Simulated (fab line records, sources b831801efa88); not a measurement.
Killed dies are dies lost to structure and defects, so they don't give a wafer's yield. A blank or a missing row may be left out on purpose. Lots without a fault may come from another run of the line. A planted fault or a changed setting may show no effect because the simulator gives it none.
A struck lot beside a sound one | flow sfq_line | 26 steps out of a route of 325
Sound: wafers L705.3, L705.5, L705.6. Struck: wafer L716.4. (L716.1, L716.2 of the same lot were not struck and are left out.) The cause comes at the end.
At each step with rows: each side's tool, then ch and its chambers, then its first start. Under that, the readings that differ: sound wafers | struck wafers | difference of the means | sigmas: that difference in standard deviations of wafers without a fault.
alike: readings whose means differ by less than 2 such deviations, and words and numbers that are the same on both sides. not compared: withheld readings, readings that some wafer has no value for, bounds like >300 that may hide the same value, and numbers for which the record gives no deviation and whose values overlap.
The two part at a step that has a row with sigmas, a row that says differs or no value, or rows on one side only. Numbers that don't overlap but have no deviation are shown without sigmas and don't part them. A reading that every wafer of one side lacks parts them only if that side has two wafers or more.

SFQ_L0_RS_MEAS_901: measures by four-point-probe.
  sound on film_metro-03, day 1 17:36; struck on film_metro-03, day 4 00:34
  alike: L0_MONX_KI_RS
SFQ_L0_THK_MEAS_902: measures by xrf.
  sound on film_metro-03, day 1 17:42; struck on film_metro-03, day 4 00:41
  alike: L0_MONX_KI_THK
then, 6 steps without rows for these wafers: SFQ_TRILAYER_L0_LITHO_COAT_010 (resist thk 62 nm); SFQ_TRILAYER_L0_LITHO_COAT_005 (resist thk 600 nm); SFQ_TRILAYER_L0_LITHO_SOFTBAKE_009; SFQ_TRILAYER_L0_LITHO_EXPOSE_006 (exposes mask L0, target cd 2000 nm); SFQ_TRILAYER_L0_LITHO_PEB_008 (peb time 60 s); SFQ_TRILAYER_L0_LITHO_DEVELOP_007 (time 60 s).
-- the record jumps here: 3 days lie between the struck wafers' starts before and after --
SFQ_TRILAYER_L0_BARC_OPEN_METAL_ETCH_010: etches BARC in O2, target depth 125 nm, time 41.7 s.
  sound on rie_metal-02 ch 0,1, day 4 10:50; struck on rie_metal-03 ch 1, day 7 02:50
  reading                     | sound             | struck | difference | sigmas
  drypump_motor_current_A (A) | 4.9 6.0 4.9       | 6.4    | +1.1       | +2
  oes_product_au (a.u.)       | 0.677 0.679 0.684 | 0.694  | +0.014     | +3
  not compared: rf_hours_counter_h
SFQ_TRILAYER_L0_ETCH_METAL_ETCH_008: etches MoNx KI in SF6/O2, stops on SiO2, target depth 50 nm, time 25 s.
  sound on rie_metal-02 ch 0,1, day 4 10:53; struck on rie_metal-03 ch 1, day 7 02:57
  reading                     | sound       | struck | difference | sigmas
  drypump_motor_current_A (A) | 4.8 6.0 4.8 | 6.5    | +1.3       | +2
  alike: oes_product_au
  not compared: rf_hours_counter_h
then, 2 steps without rows for these wafers: SFQ_TRILAYER_L0_STRIP_STRIP_009 (strips in O2); SFQ_TRILAYER_L0_STRIP_SOLV_CLEAN_010 (cleans in NMP, time 600 s).
SFQ_TRILAYER_L0_CAP_PECVD_011: deposits SiO2 from SiH4/N2O, time 13.333 s, target thk 60 nm.
  sound on pecvd-04 ch 1,2, day 4 11:42; struck on pecvd-03 ch 2, day 7 04:25
  reading                                             | sound          | struck | difference | sigmas
  model.SiO2_of_TRILAYER_L0_CAP_PECVD_011.thk_nm (nm) | 59.54 60.55 60 | 54.59  | -5.44      |
  alike: heater_power_w, throttle_valve_pct
then, 6 steps without rows for these wafers: SFQ_TRILAYER_L0_VIA_LITHO_COAT_018 (resist thk 62 nm); SFQ_TRILAYER_L0_VIA_LITHO_COAT_013 (resist thk 650 nm); SFQ_TRILAYER_L0_VIA_LITHO_SOFTBAKE_017; SFQ_TRILAYER_L0_VIA_LITHO_EXPOSE_014 (exposes mask L0V, target cd 700 nm); SFQ_TRILAYER_L0_VIA_LITHO_PEB_016 (peb time 60 s); SFQ_TRILAYER_L0_VIA_LITHO_DEVELOP_015 (time 60 s).
-- the record jumps here: 3 days lie between the struck wafers' starts before and after --
SFQ_L0V_OVL_MEAS_903:
  sound on overlay-01, day 7 16:00; struck on overlay-01, day 10 15:22
  alike: L0V_OVL
SFQ_TRILAYER_L0_VIA_BARC_OPEN_VIA_ETCH_021: etches BARC in O2, target depth 125 nm, time 41.7 s.
  sound on rie_diel-02 ch 0,2,3, day 7 16:01; struck on rie_diel-03 ch 3, day 10 15:24
  reading               | sound             | struck | difference | sigmas
  oes_product_au (a.u.) | 0.683 0.684 0.681 | 0.694  | +0.011     | +2
  alike: drypump_motor_current_A
  not compared: rf_hours_counter_h
SFQ_TRILAYER_L0_VIA_ETCH_VIA_ETCH_016: etches SiO2 in CHF3, stops on MoNx KI, target depth 80 nm.
  sound on rie_diel-02 ch 0,2,3, day 7 16:04; struck on rie_diel-03 ch 3, day 10 15:26
  reading                         | sound             | struck | difference | sigmas
  oes_product_au (a.u.)           | 0.840 0.848 0.844 | 0.810  | -0.034     | -5
  model.etch.depth_nm (nm)        | 59.54 60.55 60    | 54.59  | -5.44      |
  model.L0V.feature_depth_nm (nm) | 59.54 60.55 60    | 54.59  | -5.44      |
  alike: drypump_motor_current_A
SFQ_TRILAYER_L0_VIA_STRIP_STRIP_017: strips in O2.
  sound on rie_metal-03 ch 1, day 7 16:31; struck on rie_metal-04 ch 0, day 10 15:29
  reading               | sound             | struck | difference | sigmas
  oes_product_au (a.u.) | 0.985 0.978 0.977 | 1.012  | +0.032     | +3
  alike: drypump_motor_current_A
  not compared: rf_hours_counter_h
then, 1 step without rows for these wafers: SFQ_TRILAYER_L0_VIA_STRIP_SOLV_CLEAN_018 (cleans in NMP, time 600 s).
SFQ_TRILAYER_M0_DEP_PRE_CLEAN_020: time 15 s.
  sound on pvd_sputter-03, day 7 17:30; struck on pvd_sputter-04, day 10 16:16
  reading                                             | sound          | struck | difference | sigmas
  model.SiO2_of_TRILAYER_L0_CAP_PECVD_011.thk_nm (nm) | 54.54 55.55 55 | 49.6   | -5.4       |
  alike: bias_v
SFQ_TRILAYER_M0_DEP_SPUTTER_019: material Nb, target thk 200 nm, time 133.3 s.
  sound on pvd_sputter-03, day 7 17:31; struck on pvd_sputter-04, day 10 16:17
  alike: cathode_dc_power_W, throttle_valve_pct

WHERE THEY PART
First at SFQ_TRILAYER_L0_BARC_OPEN_METAL_ETCH_010; last, within this record, at SFQ_TRILAYER_L0_VIA_STRIP_STRIP_017. Later steps at which nothing parts them and some readings are alike: SFQ_TRILAYER_M0_DEP_PRE_CLEAN_020, SFQ_TRILAYER_M0_DEP_SPUTTER_019.

WHY: what the simulator had put in
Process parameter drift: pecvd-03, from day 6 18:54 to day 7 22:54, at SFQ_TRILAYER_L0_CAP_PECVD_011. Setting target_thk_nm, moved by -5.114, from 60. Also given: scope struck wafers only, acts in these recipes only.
